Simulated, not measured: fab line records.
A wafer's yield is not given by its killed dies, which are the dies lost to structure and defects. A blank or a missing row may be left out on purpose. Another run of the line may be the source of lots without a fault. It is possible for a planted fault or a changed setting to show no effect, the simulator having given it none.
Which tool did it?    flow sfq-line    13 lots, 39 wafers sampled, at 5 steps of a route of 325

== WHAT THE GAUGES SHOWED, per wafer ==
SFQ_I5_OVL_MEAS_936. Usual: I5_OVL typically reads 4 nm, with standard deviation 6.5.
lot   measured      on          I5_OVL (nm)  flag
L106  day 62 00:37  overlay-02  14 4 3       
L107  day 62 03:01  overlay-02  -3 -1 -6     
L108  day 62 05:26  overlay-02  -8 -6 -9     
L109  day 62 06:57  overlay-01  9 10 11      
L110  day 67 19:07  overlay-02  1 2 -3       
L111  day 67 21:32  overlay-02  0 -6 0       
L112  day 67 22:43  overlay-02  4 0 4        
L113  day 67 23:55  overlay-02  -3 -6 2      
L114  day 68 05:46  overlay-01  5 3 9        
L117  day 68 18:56  overlay-01  147 151 147  OFF
L118  day 68 21:19  overlay-01  137 142 135  OFF
L119  day 68 23:43  overlay-01  133 135 137  OFF
L120  day 69 06:55  overlay-01  131 133 139  OFF

SFQ_M6_RS_MEAS_938: the measuring method here is four-point-probe. Usual: M6_NB_RS typically reads 0.893 ohm/sq, with standard deviation 0.011.
lot   measured      on             M6_NB_RS (ohm/sq)  flag
L106  day 62 06:46  film-metro-04  0.885 0.879 0.872  
L107  day 62 10:23  film-metro-04  0.889 0.892 0.900  
L108  day 62 14:00  film-metro-04  0.882 0.894 0.891  
L109  day 62 16:23  film-metro-04  0.892 0.881 0.885  
L110  day 68 06:31  film-metro-03  0.894 0.910 0.913  
L111  day 68 08:58  film-metro-01  0.891 0.884 0.886  
L112  day 68 10:07  film-metro-03  0.886 0.873 0.889  
L113  day 68 11:18  film-metro-04  0.893 0.915 0.916  
L114  day 68 14:53  film-metro-04  0.890 0.879 0.895  
L117  day 69 02:56  film-metro-04  0.904 0.907 0.909  
L118  day 69 05:17  film-metro-04  0.896 0.899 0.888  
L119  day 69 07:41  film-metro-03  0.905 0.903 0.909  
L120  day 69 22:16  film-metro-04  0.904 0.897 0.906  

== TOOL THAT RAN EACH LOT (tool first, then ch and the chambers of the sampled wafers, then the start) ==
lot   SFQ_TRILAYER_I3_VIA_BARC_OPEN_VIA_ETCH_121  SFQ_TRILAYER_I5_LITHO_EXPOSE_145   SFQ_TRILAYER_I5_BARC_OPEN_VIA_ETCH_200
L106  rie-diel-04 ch 0,1, day 43 20:08            krf-scanner-02 ch 0, day 61 23:07  rie-diel-02 ch 1,3, day 62 00:39
L107  rie-diel-03 ch 0,1,3, day 44 01:04          krf-scanner-02 ch 0, day 62 01:43  rie-diel-01 ch 0,1,3, day 62 03:03
L108  rie-diel-04 ch 2,3, day 44 04:04            krf-scanner-02 ch 0, day 62 04:19  rie-diel-02 ch 0,2,3, day 62 05:27
L109  rie-diel-03 ch 2,3, day 45 01:53            krf-scanner-01 ch 0, day 62 05:39  rie-diel-02 ch 0,3, day 62 06:59
L110  rie-diel-04 ch 0,1,3, day 51 21:42          krf-scanner-01 ch 0, day 67 17:49  rie-diel-01 ch 0,1,3, day 67 19:09
L111  rie-diel-03 ch 0,1,2, day 51 22:55          krf-scanner-01 ch 0, day 67 20:37  rie-diel-01 ch 0,1,3, day 67 21:33
L112  rie-diel-01 ch 0,1,2, day 52 00:06          krf-scanner-01 ch 0, day 67 21:25  rie-diel-03 ch 1,2, day 67 22:45
L113  rie-diel-04 ch 1,2,3, day 52 01:18          krf-scanner-01 ch 0, day 67 22:25  rie-diel-02 ch 2,3, day 67 23:57
L114  rie-diel-04 ch 1,2,3, day 52 04:55          krf-scanner-02 ch 0, day 68 04:13  rie-diel-01 ch 0,2,3, day 68 05:48
L117  rie-diel-01 ch 1,2, day 53 15:43            krf-scanner-02 ch 0, day 68 17:49  rie-diel-03 ch 1,2,3, day 68 18:57
L118  rie-diel-04 ch 2,3, day 53 18:07            krf-scanner-02 ch 0, day 68 19:49  rie-diel-01 ch 1,3, day 68 21:21
L119  rie-diel-03 ch 0,1, day 53 19:19            krf-scanner-02 ch 0, day 68 22:13  rie-diel-02 ch 1,2, day 68 23:45
L120  rie-diel-03 ch 0,1,2, day 54 00:07          krf-scanner-02 ch 0, day 69 05:37  rie-diel-01 ch 0,1,2, day 69 06:57
- SFQ_TRILAYER_I3_VIA_BARC_OPEN_VIA_ETCH_121: etches BARC in O2, target depth 125 nm, time 41.7 s.
- SFQ_TRILAYER_I5_LITHO_EXPOSE_145: exposes mask I5, target cd 700 nm.
- SFQ_TRILAYER_I5_BARC_OPEN_VIA_ETCH_200: etches BARC in O2, target depth 125 nm, time 41.7 s.

== AS READ BY THE TOOLS THEMSELVES (means over the sampled wafers that have a number; for cases with no such wafer, the mark the record gives instead) ==
SFQ_TRILAYER_I3_VIA_BARC_OPEN_VIA_ETCH_121. Usual: drypump-motor-current-A 5.7 A, standard deviation 0.44; oes-product-au 0.685 a.u., standard deviation 0.0049.
lot   tool         drypump-motor-current-A (A)  oes-product-au (a.u.)  flag
L106  rie-diel-04  6.1                          0.682                  
L107  rie-diel-03  5.9                          0.682                  
L108  rie-diel-04  5.9                          0.686                  
L109  rie-diel-03  5.8                          0.684                  
L110  rie-diel-04  6.1                          0.685                  
L111  rie-diel-03  5.8                          0.687                  
L112  rie-diel-01  5.3                          0.682                  
L113  rie-diel-04  5.8                          0.691                  
L114  rie-diel-04  5.9                          0.690                  
L117  rie-diel-01  5.1                          0.682                  
L118  rie-diel-04  5.9                          0.681                  
L119  rie-diel-03  5.9                          0.690                  
L120  rie-diel-03  5.8                          0.685                  

SFQ_TRILAYER_I5_BARC_OPEN_VIA_ETCH_200. Usual: drypump-motor-current-A 5.6 A, standard deviation 0.34; oes-product-au 0.684 a.u., standard deviation 0.0044.
lot   tool         drypump-motor-current-A (A)  oes-product-au (a.u.)  flag
L106  rie-diel-02  5.7                          0.682                  
L107  rie-diel-01  5.3                          0.686                  
L108  rie-diel-02  5.9                          0.683                  
L109  rie-diel-02  5.9                          0.682                  
L110  rie-diel-01  5.3                          0.682                  
L111  rie-diel-01  5.3                          0.687                  
L112  rie-diel-03  5.9                          0.682                  
L113  rie-diel-02  5.7                          0.687                  
L114  rie-diel-01  5.3                          0.687                  
L117  rie-diel-03  5.9                          0.684                  
L118  rie-diel-01  5.1                          0.681                  
L119  rie-diel-02  5.6                          0.683                  
L120  rie-diel-01  5.3                          0.687                  

== THE ANSWER, worked out from the rows above alone ==
Rule: take the mean of a lot's wafers that have a number; if it is more than 3 standard deviations from the usual mean, the lot is off. A lot without any number at a reading at which 4 lots or more have one is off too. The other lots that the step has rows for count as sound. The gauges are gone through in route order, then the tools' own readings, and for those a lot's mean is taken as printed above. The first step at which some lot is off is used, and at that step the reading that is off furthest; a lot without a number counts as furthest.
Off: L117, L118, L119, L120, at SFQ_I5_OVL_MEAS_936 (I5_OVL).
A tool fits if, at a process step before that reading, it ran every lot that is off, and no sound lot after the first of them. Gauges at SFQ_I5_OVL_MEAS_936: tried the same way as those tools. Can't be told from this: 2 tools fit, krf-scanner-02 at SFQ_TRILAYER_I5_LITHO_EXPOSE_145, overlay-01 at SFQ_I5_OVL_MEAS_936.

== WHAT THE SIMULATOR HAD INSERTED ==
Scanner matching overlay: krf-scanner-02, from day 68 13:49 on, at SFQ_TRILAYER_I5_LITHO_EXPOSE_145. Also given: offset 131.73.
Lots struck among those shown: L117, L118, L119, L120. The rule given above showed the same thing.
